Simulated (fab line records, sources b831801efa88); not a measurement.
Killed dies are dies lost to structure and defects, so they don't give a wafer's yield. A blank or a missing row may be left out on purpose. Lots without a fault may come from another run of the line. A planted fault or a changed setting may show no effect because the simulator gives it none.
fab line records | flow sky130
record lots=10 wafers=30 last_day=50
route steps=708 shown LDD_HVN@276 POLY_CUT@315 SD_N@351 LI_CONTACT@365
lots that met no fault: from a run of the same line without faults
start_h: hours from the record's first day to the start of the lot's first wafer shown | wait_h: hours since the lot's step before | " the same as in the row above | L1.1+2: a row that stands for several wafers | - no value, or no start given | * or withheld: withheld | < > ~ a bound
route shown NAME@n: a module of which the file shows steps, and the number in the route of the first | usual: mean/standard deviation of fault-free wafers | same: alike in all rows | chamber/n: place in a boat | sites: the reading at each site | _std_site: their standard deviation | _edge_site: outer sites' mean less inner sites' | radius_mm: how far each site lies from the wafer's centre | mask NAME#n: copy n | behind: the tool/chamber that last shaped the wafer | hold: why the lot was held/for how many hours/how that ended | device: the transistor (n, p or np) that didn't switch | end of line: the same wafers' tests at the end of the route | a step without rows: its recipe alone | killed: dies lost to structure and defects at the first sort, not the wafer's yield | map: a wafer's dies, x killed, . not, _ none there
set.NAME: the setting as run; set.NAME@STEP: as run at that earlier step | model.NAME: the simulator's own value behind a step, which no gauge read
steps of the route over a sample of lots; a table a step, a row a wafer
services: from which hour (start_h, from the record's first day; less than 0 if before it) a tool's chamber was out of use, for how many hours, and why
## steps
# step SKY_LDD_HVN_STRIP_09
# recipe chemistry=O2/N2 power_w=1400 pressure_mtorr=1500 platen_temp_c=withheld o2_flow_sccm=3000 n2_flow_sccm=300 overash_fraction=0.5
# usual chamber_pressure_mTorr=1500.2/1.5 drypump_motor_current_A=5.9/0.3 oes_product_au=0.408/0.0046 strip_time_to_endpoint_s=4.137/0.014
# columns lot.wafer tool chamber start_h wait_h chamber_pressure_mTorr drypump_motor_current_A oes_product_au rf_hours_counter_h strip_time_to_endpoint_s
L475.2 plasma_asher-01 1 459.43 0.1 1499.1 6.6 0.407 75 4.146
L475.3 " 0 " " 1499.9 5.6 0.404 - 4.151
L475.6 " 0 " " 1498.4 5.6 0.410 - 4.165
L477.1 plasma_asher-04 1 472.56 0.1 1499.8 5.7 0.403 4 4.112
L477.3 " 0 " " 1500.4 5.8 0.411 - 4.146
L477.4 " 1 " " 1501.6 5.8 0.413 - 4.135
L480.1 plasma_asher-04 1 507.47 0.2 1501.5 5.7 0.398 7 4.163
L480.3 " 0 " " 1498.1 5.8 0.403 - 4.160
L480.6 " 0 " " 1501.1 5.8 0.407 - 4.147
L481.3 plasma_asher-04 0 524.41 0.1 1500.5 5.8 0.405 - 4.137
L481.4 " 1 " " 1501.9 5.7 0.410 - 4.132
L481.5 " 1 " " 1500.7 5.7 0.416 - 4.138
L486.1 plasma_asher-01 0 562.37 0.1 1501.1 5.6 0.399 87 4.104
L486.2 " 1 " " 1499.8 6.6 0.407 87 4.158
L486.3 " 1 " " 1500.2 6.6 0.404 - 4.117
L490.1 plasma_asher-02 0 636.08 0.1 1501.8 6.0 0.403 83 4.139
L490.2 " 1 " " 1499.6 6.1 0.408 83 4.131
L490.3 " 0 " " 1500.9 6.0 0.414 - 4.131
L493.1 plasma_asher-04 1 650.58 0.1 1503.3 5.7 0.406 21 4.132
L493.5 " 0 " " 1500.4 5.8 0.409 - 4.141
L493.6 " 1 " " 1497.3 5.7 0.406 - 4.143
L495.1 plasma_asher-04 1 670.02 0.1 1498.6 5.7 0.413 23 4.141
L495.3 " 1 " " 1502.9 5.7 0.409 - 4.151
L495.4 " 0 " " 1500.1 5.8 0.410 - 4.131
L497.1 plasma_asher-01 1 673.33 0.1 1502.0 6.6 0.400 97 4.093
L497.3 " 0 " " 1502.2 5.6 0.412 - 4.134
L497.6 " 0 " " 1502.5 5.6 0.411 - 4.136
L496.3 plasma_asher-02 0 678.64 0.1 1499.2 6.0 0.411 - 4.151
L496.4 " 1 " " 1500.5 6.1 0.407 - 4.103
L496.5 " 1 " " 1497.0 6.1 0.400 - 4.101
# step SKY_POLY_CUT_CD_MEAS_08
# recipe target_cd_nm=270
# usual cd_nm=270.1/1.3
# columns lot.wafer tool chamber start_h wait_h cd_nm
L475.2 cd_sem-02 - 552.04 - 271.0
L475.3 " - " " 271.0
L475.6 " - " " 271.2
L477.1 cd_sem-02 - 577.34 - 270.0
L477.3 " - " " 270.1
L477.4 " - " " 268.7
L480.1 cd_sem-02 - 597.19 - 270.6
L480.3 " - " " 270.2
L480.6 " - " " 269.8
L481.3 cd_sem-02 - 614.53 - 268.4
L481.4 " - " " 269.7
L481.5 " - " " 268.2
L486.1 cd_sem-01 - 650.81 - 269.8
L486.2 " - " " 270.0
L486.3 " - " " 271.0
L490.1 cd_sem-01 - 721.44 - 272.5
L490.2 " - " " 270.1
L490.3 " - " " 271.1
L493.1 cd_sem-01 - 735.79 - 268.4
L493.5 " - " " 267.5
L493.6 " - " " 267.7
L495.1 cd_sem-02 - 752.19 - 269.4
L495.3 " - " " 269.3
L495.4 " - " " 269.1
L497.1 cd_sem-02 - 758.24 - 268.8
L497.3 " - " " 269.6
L497.6 " - " " 268.8
L496.3 cd_sem-01 - 763.61 - 268.7
L496.4 " - " " 268.0
L496.5 " - " " 267.7
# step SKY_SD_N_IMPLANT_09
# recipe species=As energy_kev=50 dose_cm2=4e+15 tilt_deg=0
# usual beam_energy_keV=50.003/0.015 beam_on_s=19.0/1.9
# columns lot.wafer tool chamber start_h wait_h beam_energy_keV beam_on_s
L475.2 implanter-04 0 640.31 0.0 50.004 18.4
L475.3 " 0 " " 50.045 17.9
L475.6 " 0 " " 50.030 18.9
L477.1 implanter-01 0 664.23 0.0 50.005 17.7
L477.3 " 0 " " 50.007 17.7
L477.4 " 0 " " 50.003 17.9
L480.1 implanter-01 0 682.09 0.0 49.994 17.9
L480.3 " 0 " " 50.013 17.6
L480.6 " 0 " " 49.981 18.0
L481.3 implanter-01 0 697.93 0.1 44.725 17.8
L481.4 " 0 " " 44.720 17.2
L481.5 " 0 " " 44.720 16.6
L486.1 implanter-01 0 734.05 0.1 44.723 17.4
L486.2 " 0 " " 44.723 17.6
L486.3 " 0 " " 44.713 17.8
L490.1 implanter-01 0 802.24 0.0 49.989 17.6
L490.2 " 0 " " 50.017 17.3
L490.3 " 0 " " 49.979 17.6
L493.1 implanter-04 0 815.78 0.0 49.970 18.3
L493.5 " 0 " " 49.998 18.3
L493.6 " 0 " " 49.977 18.4
L495.1 implanter-02 0 829.79 0.0 49.989 22.3
L495.3 " 0 " " 49.967 23.0
L495.4 " 0 " " 49.997 22.1
L497.1 implanter-04 0 837.73 0.0 50.011 18.5
L497.3 " 0 " " 49.999 18.6
L497.6 " 0 " " 50.024 17.9
L496.3 implanter-01 0 842.24 0.1 50.011 17.7
L496.4 " 0 " " 50.011 17.4
L496.5 " 0 " " 50.017 17.3
# step SKY_SD_N_STRIP_11
# recipe chemistry=O2/N2 power_w=1400 pressure_mtorr=1500 platen_temp_c=withheld o2_flow_sccm=3000 n2_flow_sccm=300 overash_fraction=0.5
# usual chamber_pressure_mTorr=1500.1/1.5 drypump_motor_current_A=5.8/0.41 oes_product_au=0.528/0.0046 strip_time_to_endpoint_s=22.55/0.045
# columns lot.wafer tool chamber start_h wait_h chamber_pressure_mTorr drypump_motor_current_A oes_product_au rf_hours_counter_h strip_time_to_endpoint_s
L475.2 plasma_asher-04 0 640.59 0.1 1499.5 5.8 0.537 20 22.51
L475.3 " 1 " " 1499.9 5.7 0.522 - 22.53
L475.6 " 0 " " 1500.5 5.8 0.535 - 22.48
L477.1 plasma_asher-04 1 664.53 0.1 1501.5 5.7 0.529 23 22.58
L477.3 " 1 " " 1500.4 5.7 0.523 - 22.57
L477.4 " 0 " " 1502.2 5.8 0.533 - 22.58
L480.1 plasma_asher-04 1 682.39 0.1 1502.0 5.7 0.529 24 22.44
L480.3 " 1 " " 1497.6 5.7 0.532 - 22.48
L480.6 " 1 " " 1500.4 5.7 0.519 - 22.45
L481.3 plasma_asher-03 1 698.21 0.1 1501.6 5.6 0.540 - 21.75
L481.4 " 0 " " 1499.2 5.2 0.536 - 21.72
L481.5 " 0 " " 1496.4 5.2 0.546 - 21.69
L486.1 plasma_asher-04 1 734.35 0.1 1497.3 5.7 0.534 29 21.78
L486.2 " 0 " " 1500.8 5.8 0.537 29 21.79
L486.3 " 1 " " 1501.1 5.7 0.542 - 21.75
L490.1 plasma_asher-03 1 802.54 0.1 1501.0 5.5 0.535 66 22.48
L490.2 " 0 " " 1499.7 5.2 0.535 66 22.47
L490.3 " 0 " " 1497.6 5.2 0.531 - 22.51
L493.1 plasma_asher-01 0 816.08 0.1 1500.3 5.6 0.523 7 22.55
L493.5 " 0 " " 1500.3 5.6 0.526 - 22.54
L493.6 " 1 " " 1500.3 6.6 0.536 - 22.54
L495.1 plasma_asher-04 1 830.09 0.1 1497.5 5.7 0.523 39 22.53
L495.3 " 0 " " 1501.4 5.8 0.523 - 22.54
L495.4 " 1 " " 1500.2 5.7 0.523 - 22.57
L497.1 plasma_asher-01 1 838.03 0.1 1501.1 6.6 0.527 10 22.57
L497.3 " 0 " " 1502.3 5.6 0.528 - 22.59
L497.6 " 0 " " 1500.9 5.6 0.529 - 22.62
L496.3 plasma_asher-01 1 842.52 0.1 1501.2 6.6 0.526 - 22.55
L496.4 " 0 " " 1500.7 5.6 0.529 - 22.55
L496.5 " 1 " " 1500.6 6.6 0.533 - 22.58
# step SKY_SD_N_TW_MEAS_12
# usual SD_N_TW=3952/26
# columns lot.wafer tool chamber start_h wait_h SD_N_TW
L475.2 film_metro-02 - 640.70 0.1 3944
L475.3 " - " " 3946
L475.6 " - " " 3941
L477.1 film_metro-01 - 664.63 0.1 3989
L477.3 " - " " 3976
L477.4 " - " " 3992
L480.1 film_metro-02 - 682.49 0.1 3958
L480.3 " - " " 3932
L480.6 " - " " 3953
L481.3 film_metro-02 - 698.30 0.1 3872
L481.4 " - " " 3879
L481.5 " - " " 3862
L486.1 film_metro-02 - 734.45 0.1 3839
L486.2 " - " " 3807
L486.3 " - " " 3825
L490.1 film_metro-02 - 802.64 0.1 3947
L490.2 " - " " 3949
L490.3 " - " " 3948
L493.1 film_metro-01 - 816.18 0.1 3978
L493.5 " - " " 3961
L493.6 " - " " 3957
L495.1 film_metro-03 - 830.19 0.1 3896
L495.3 " - " " 3913
L495.4 " - " " 3905
L497.1 film_metro-03 - 838.13 0.1 3890
L497.3 " - " " 3907
L497.6 " - " " 3906
L496.3 film_metro-02 - 842.61 0.1 3966
L496.4 " - " " 3977
L496.5 " - " " 3949
# step SKY_SD_N_RS_MEAS_16
# recipe thk_meas_gauge=four-point-probe
# usual SD_N_RS=68.58/0.13
# columns lot.wafer tool chamber start_h wait_h SD_N_RS[ohm/sq]
L475.2 film_metro-03 - 640.99 0.1 68.34
L475.3 " - " " 68.36
L475.6 " - " " 68.56
L477.1 film_metro-03 - 664.91 0.1 68.76
L477.3 " - " " 68.58
L477.4 " - " " 68.44
L480.1 film_metro-02 - 682.77 0.1 68.72
L480.3 " - " " 68.68
L480.6 " - " " 68.71
L481.3 film_metro-03 - 698.60 0.1 72.31
L481.4 " - " " 72.40
L481.5 " - " " 72.40
L486.1 film_metro-01 - 734.73 0.1 72.49
L486.2 " - " " 72.48
L486.3 " - " " 72.48
L490.1 film_metro-02 - 802.98 0.1 68.72
L490.2 " - " " 68.72
L490.3 " - " " 68.69
L493.1 film_metro-03 - 816.46 0.1 68.40
L493.5 " - " " 68.46
L493.6 " - " " 68.44
L495.1 film_metro-01 - 830.47 0.1 68.58
L495.3 " - " " 68.66
L495.4 " - " " 68.72
L497.1 film_metro-01 - 838.41 0.1 68.48
L497.3 " - " " 68.59
L497.6 " - " " 68.60
L496.3 film_metro-01 - 842.91 0.1 68.62
L496.4 " - " " 68.60
L496.5 " - " " 68.57
# step SKY_LI_CONTACT_BOW_MEAS_03
# recipe mode=bow
# usual LI_CONTACT_BOW=55/6.8
# columns lot.wafer tool chamber start_h wait_h LI_CONTACT_BOW[um]
L475.2 film_metro-03 - 641.83 0.2 56
L475.3 " - " " 60
L475.6 " - " " 58
L477.1 film_metro-03 - 665.75 0.2 58
L477.3 " - " " 53
L477.4 " - " " 62
L480.1 film_metro-03 - 683.61 0.1 54
L480.3 " - " " 55
L480.6 " - " " 40
L481.3 film_metro-01 - 699.44 0.2 62
L481.4 " - " " 61
L481.5 " - " " 59
L486.1 film_metro-01 - 735.57 0.1 58
L486.2 " - " " 45
L486.3 " - " " 57
L490.1 film_metro-02 - 803.82 0.1 62
L490.2 " - " " 55
L490.3 " - " " 61
L493.1 film_metro-01 - 817.30 0.1 61
L493.5 " - " " 53
L493.6 " - " " 35
L495.1 film_metro-01 - 831.31 0.2 66
L495.3 " - " " 58
L495.4 " - " " 63
L497.1 film_metro-02 - 839.25 0.2 44
L497.3 " - " " 55
L497.6 " - " " 51
L496.3 film_metro-02 - 843.75 0.2 48
L496.4 " - " " 59
L496.5 " - " " 50
## services
# columns tool chamber start_h hours kind
plasma_asher-04 - 444.01 14.6 pm
implanter-02 - 448.76 4.8 repair
plasma_asher-01 - 453.44 2.8 pm
plasma_asher-03 - 456.97 32.9 repair
plasma_asher-01 - 466.05 5.0 repair
plasma_asher-04 - 487.15 2.2 repair
implanter-01 - 532.52 1.5 repair
plasma_asher-03 - 539.56 0.6 repair
plasma_asher-03 - 582.69 2.8 pm
plasma_asher-02 - 592.69 4.0 repair
plasma_asher-04 - 598.78 0.7 repair
implanter-01 - 623.69 17.0 repair
implanter-04 - 643.89 3.8 pm
implanter-04 - 662.71 2.1 repair
implanter-04 - 664.83 3.1 pm
implanter-04 - 667.28 3.6 repair
implanter-01 - 683.17 2.7 repair
implanter-04 - 694.34 8.8 repair
plasma_asher-01 - 697.61 1.4 repair
plasma_asher-01 - 733.75 9.0 pm
plasma_asher-02 - 743.12 15.6 pm
plasma_asher-01 - 780.32 0.9 repair
implanter-01 - 807.97 4.4 pm
plasma_asher-03 - 826.88 6.9 repair
## key
first_sign step=SKY_SD_N_IMPLANT_09 reading=beam_energy_keV direction=down sigmas=99+ usual=* struck=*
effect step=SKY_SD_N_STRIP_11 reading=strip_time_to_endpoint_s direction=down sigmas=18 usual=* struck=*
effect step=SKY_SD_N_TW_MEAS_12 reading=SD_N_TW direction=down sigmas=4 usual=3952 struck=3847
effect step=SKY_SD_N_RS_MEAS_16 reading=SD_N_RS direction=up sigmas=30 usual=68.58 struck=72.43
met_at SKY_SD_N_IMPLANT_09
struck_lots L481,L486
tester_left_out L481,L486
not_acting_at SKY_LDD_HVN_STRIP_09,SKY_POLY_CUT_CD_MEAS_08,SKY_LI_CONTACT_BOW_MEAS_03
onset_between 682.09 697.93
fault kind=process_parameter_drift tool=implanter-01 chamber=- onset_h=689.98 steps=SKY_SD_N_IMPLANT_09 channel=energy_kev offset=* shape=step end_h=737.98 acts_in=* stated=*
# tester_left_out: of these lots the tester's yield and bins aren't shown, on N5 and GAA mostly nor the transistor test; their killed dies are dies lost to structure and defects alone, not to doping, threshold or leakage, so they don't give the yield
